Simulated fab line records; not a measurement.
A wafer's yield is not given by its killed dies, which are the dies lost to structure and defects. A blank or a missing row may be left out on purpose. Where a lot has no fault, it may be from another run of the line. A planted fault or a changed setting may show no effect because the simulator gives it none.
Which tool is to blame? / flow gf180mcu / 36 wafers from 12 lots sampled at 3 of the route's 602 steps

WHAT THE GAUGES READ, wafer by wafer
GF_POLY_GATE_THK_MEAS_17.
lot=L345; measured=day 9 07:31; on=film-metro-03; POLY_GATE_OXIDATION_THK (nm)=3.92 3.95 3.99
lot=L347; measured=day 9 22:53; on=film-metro-02; POLY_GATE_OXIDATION_THK (nm)=3.90 3.88 4.02
lot=L348; measured=day 10 04:19; on=film-metro-02; POLY_GATE_OXIDATION_THK (nm)=4.09 4.15 4.06
lot=L351; measured=day 11 08:28; on=film-metro-02; POLY_GATE_OXIDATION_THK (nm)=4.11 4.11 4.06
lot=L353; measured=day 12 13:46; on=film-metro-03; POLY_GATE_OXIDATION_THK (nm)=4.01 4.04 4.04
lot=L354; measured=day 12 20:16; on=film-metro-03; POLY_GATE_OXIDATION_THK (nm)=4.02 3.99 4.07
lot=L356; measured=day 13 04:53; on=film-metro-03; POLY_GATE_OXIDATION_THK (nm)=3.95 3.81 3.83
lot=L357; measured=day 13 05:02; on=film-metro-04; POLY_GATE_OXIDATION_THK (nm)=3.91 3.92 3.86
lot=L359; measured=day 14 01:09; on=film-metro-03; POLY_GATE_OXIDATION_THK (nm)=4.10 3.94 3.97
lot=L361; measured=day 14 15:25; on=film-metro-03; POLY_GATE_OXIDATION_THK (nm)=4.03 4.14 4.15
lot=L364; measured=day 15 10:34; on=film-metro-02; POLY_GATE_OXIDATION_THK (nm)=3.90 3.88 3.94
lot=L366; measured=day 16 00:21; on=film-metro-02; POLY_GATE_OXIDATION_THK (nm)=4.00 4.06 4.02

WHAT TOOL EACH LOT RAN ON (gives the tool, then ch and the chambers of the sampled wafers, and finally the start)
lot=L345; GF_STI_ETCH_13=rie-diel-04 ch 0,1,3, day 2 07:47; GF_STI_STRIP_15=plasma-asher-02 ch 0,1, day 2 07:56
lot=L347; GF_STI_ETCH_13=rie-diel-03 ch 0,1,3, day 2 16:39; GF_STI_STRIP_15=plasma-asher-02 ch 0,1, day 2 16:50
lot=L348; GF_STI_ETCH_13=rie-diel-04 ch 0,1,2, day 2 21:44; GF_STI_STRIP_15=plasma-asher-02 ch 0,1, day 2 21:55
lot=L351; GF_STI_ETCH_13=rie-diel-03 ch 0,1,2, day 3 14:16; GF_STI_STRIP_15=plasma-asher-03 ch 0,1, day 3 14:25
lot=L353; GF_STI_ETCH_13=rie-diel-04 ch 0,1, day 4 00:31; GF_STI_STRIP_15=plasma-asher-02 ch 0,1, day 4 00:43
lot=L354; GF_STI_ETCH_13=rie-diel-01 ch 0,1,2, day 4 04:56; GF_STI_STRIP_15=plasma-asher-02 ch 0,1, day 4 05:05
lot=L356; GF_STI_ETCH_13=rie-diel-04 ch 0,1,3, day 4 19:16; GF_STI_STRIP_15=plasma-asher-02 ch 0,1, day 4 19:25
lot=L357; GF_STI_ETCH_13=rie-diel-04 ch 0,2,3, day 4 23:22; GF_STI_STRIP_15=plasma-asher-02 ch 0,1, day 4 23:31
lot=L359; GF_STI_ETCH_13=rie-diel-04 ch 0,1,3, day 5 09:19; GF_STI_STRIP_15=plasma-asher-03 ch 0,1, day 5 09:31
lot=L361; GF_STI_ETCH_13=rie-diel-01 ch 0,1,3, day 5 17:28; GF_STI_STRIP_15=plasma-asher-02 ch 0,1, day 5 17:37
lot=L364; GF_STI_ETCH_13=rie-diel-01 ch 0,1,2, day 6 09:31; GF_STI_STRIP_15=plasma-asher-02 ch 0,1, day 6 09:40
lot=L366; GF_STI_ETCH_13=rie-diel-01 ch 0,2,3, day 6 18:33; GF_STI_STRIP_15=plasma-asher-02 ch 0, day 6 18:42
- GF_STI_ETCH_13: etches the open film in CHF3/O2, stops on Si, target depth 282.31 nm, time 112.9 s.
- GF_STI_STRIP_15: strips in O2/N2.

WHAT THE TOOLS THEMSELVES READ (means of the sampled wafers that have a number; where no wafer has one, the mark that the record gives instead)
GF_STI_ETCH_13.
lot=L345; tool=rie-diel-04; drypump-motor-current-A (A)=5.3; oes-product-au (a.u.)=0.870; throttle-valve-pct (%)=8.823
lot=L347; tool=rie-diel-03; drypump-motor-current-A (A)=5.6; oes-product-au (a.u.)=0.877; throttle-valve-pct (%)=8.815
lot=L348; tool=rie-diel-04; drypump-motor-current-A (A)=5.7; oes-product-au (a.u.)=0.858; throttle-valve-pct (%)=8.817
lot=L351; tool=rie-diel-03; drypump-motor-current-A (A)=5.1; oes-product-au (a.u.)=0.869; throttle-valve-pct (%)=8.820
lot=L353; tool=rie-diel-04; drypump-motor-current-A (A)=5.5; oes-product-au (a.u.)=0.856; throttle-valve-pct (%)=8.817
lot=L354; tool=rie-diel-01; drypump-motor-current-A (A)=6.2; oes-product-au (a.u.)=0.873; throttle-valve-pct (%)=8.818
lot=L356; tool=rie-diel-04; drypump-motor-current-A (A)=5.3; oes-product-au (a.u.)=0.786; throttle-valve-pct (%)=8.795
lot=L357; tool=rie-diel-04; drypump-motor-current-A (A)=5.5; oes-product-au (a.u.)=0.790; throttle-valve-pct (%)=8.802
lot=L359; tool=rie-diel-04; drypump-motor-current-A (A)=5.3; oes-product-au (a.u.)=0.787; throttle-valve-pct (%)=8.792
lot=L361; tool=rie-diel-01; drypump-motor-current-A (A)=5.7; oes-product-au (a.u.)=0.874; throttle-valve-pct (%)=8.827
lot=L364; tool=rie-diel-01; drypump-motor-current-A (A)=6.1; oes-product-au (a.u.)=0.872; throttle-valve-pct (%)=8.818
lot=L366; tool=rie-diel-01; drypump-motor-current-A (A)=6.0; oes-product-au (a.u.)=0.871; throttle-valve-pct (%)=8.811

GF_STI_STRIP_15.
lot=L345; tool=plasma-asher-02; drypump-motor-current-A (A)=6.2; heater-power-w (W)=312; oes-product-au (a.u.)=0.382; strip-time-to-endpoint-s (s)=3.75
lot=L347; tool=plasma-asher-02; drypump-motor-current-A (A)=6.2; heater-power-w (W)=308; oes-product-au (a.u.)=0.380; strip-time-to-endpoint-s (s)=3.78
lot=L348; tool=plasma-asher-02; drypump-motor-current-A (A)=6.0; heater-power-w (W)=309; oes-product-au (a.u.)=0.385; strip-time-to-endpoint-s (s)=3.74
lot=L351; tool=plasma-asher-03; drypump-motor-current-A (A)=6.1; heater-power-w (W)=324; oes-product-au (a.u.)=0.378; strip-time-to-endpoint-s (s)=3.72
lot=L353; tool=plasma-asher-02; drypump-motor-current-A (A)=6.2; heater-power-w (W)=304; oes-product-au (a.u.)=0.381; strip-time-to-endpoint-s (s)=3.66
lot=L354; tool=plasma-asher-02; drypump-motor-current-A (A)=6.0; heater-power-w (W)=308; oes-product-au (a.u.)=0.383; strip-time-to-endpoint-s (s)=3.81
lot=L356; tool=plasma-asher-02; drypump-motor-current-A (A)=6.0; heater-power-w (W)=308; oes-product-au (a.u.)=0.364; strip-time-to-endpoint-s (s)=3.25
lot=L357; tool=plasma-asher-02; drypump-motor-current-A (A)=5.9; heater-power-w (W)=306; oes-product-au (a.u.)=0.363; strip-time-to-endpoint-s (s)=3.25
lot=L359; tool=plasma-asher-03; drypump-motor-current-A (A)=6.5; heater-power-w (W)=335; oes-product-au (a.u.)=0.364; strip-time-to-endpoint-s (s)=3.26
lot=L361; tool=plasma-asher-02; drypump-motor-current-A (A)=6.0; heater-power-w (W)=311; oes-product-au (a.u.)=0.381; strip-time-to-endpoint-s (s)=3.70
lot=L364; tool=plasma-asher-02; drypump-motor-current-A (A)=6.2; heater-power-w (W)=307; oes-product-au (a.u.)=0.384; strip-time-to-endpoint-s (s)=3.78
lot=L366; tool=plasma-asher-02; drypump-motor-current-A (A)=5.7; heater-power-w (W)=315; oes-product-au (a.u.)=0.386; strip-time-to-endpoint-s (s)=3.76

THE ANSWER, worked out from the rows above alone
Rule: what is usual is taken from the lots themselves. Put in order of their means at a reading, lots are off if they are a third of the lots or fewer, leave a main group of 4 or more, and stand apart from it by a gap of 3 or more times the standard deviation of the main group's means; of several such gaps the widest counts. Not used: any main group whose means are identical at the precision the tables above print for the reading. Also off: a lot with no number at a reading for which 4 or more lots have one. Where the step has rows for the other lots, those lots are counted as sound. After the gauges, taken in route order, come the tools' own readings; for these a lot's mean is taken, as printed above. The first step at which some lot is off is used, and at that step the reading that is off furthest; a lot without a number counts as furthest.
Off: L356, L357, L359, at GF_STI_ETCH_13 (oes-product-au). The main group: mean 0.869 a.u., standard deviation 0.0067.
A tool fits if, at that step or a process step before it, it ran every lot that is off, and no sound lot after the first of them. One fits: GF_STI_ETCH_13 on rie-diel-04. A fault onset in the window from L353 (day 4 00:31, its last sound lot) to L356 (day 4 19:16, its first lot off) fits.
The tool's own readings at GF_STI_ETCH_13 bear it out: on the lots that are off they differ by more than 5 times the standard deviation of the sound lots' means. oes-product-au reads 0.788 a.u. there against 0.869 a.u. on the sound lots; throttle-valve-pct reads 8.796 % there against 8.818 % on the sound lots.

WHAT WAS PUT IN BY THE SIMULATOR
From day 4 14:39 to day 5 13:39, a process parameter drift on rie-diel-04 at GF_STI_ETCH_13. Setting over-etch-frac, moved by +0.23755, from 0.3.
Shown lots that were struck: L356, L357, L359. The rule above reached the same finding.
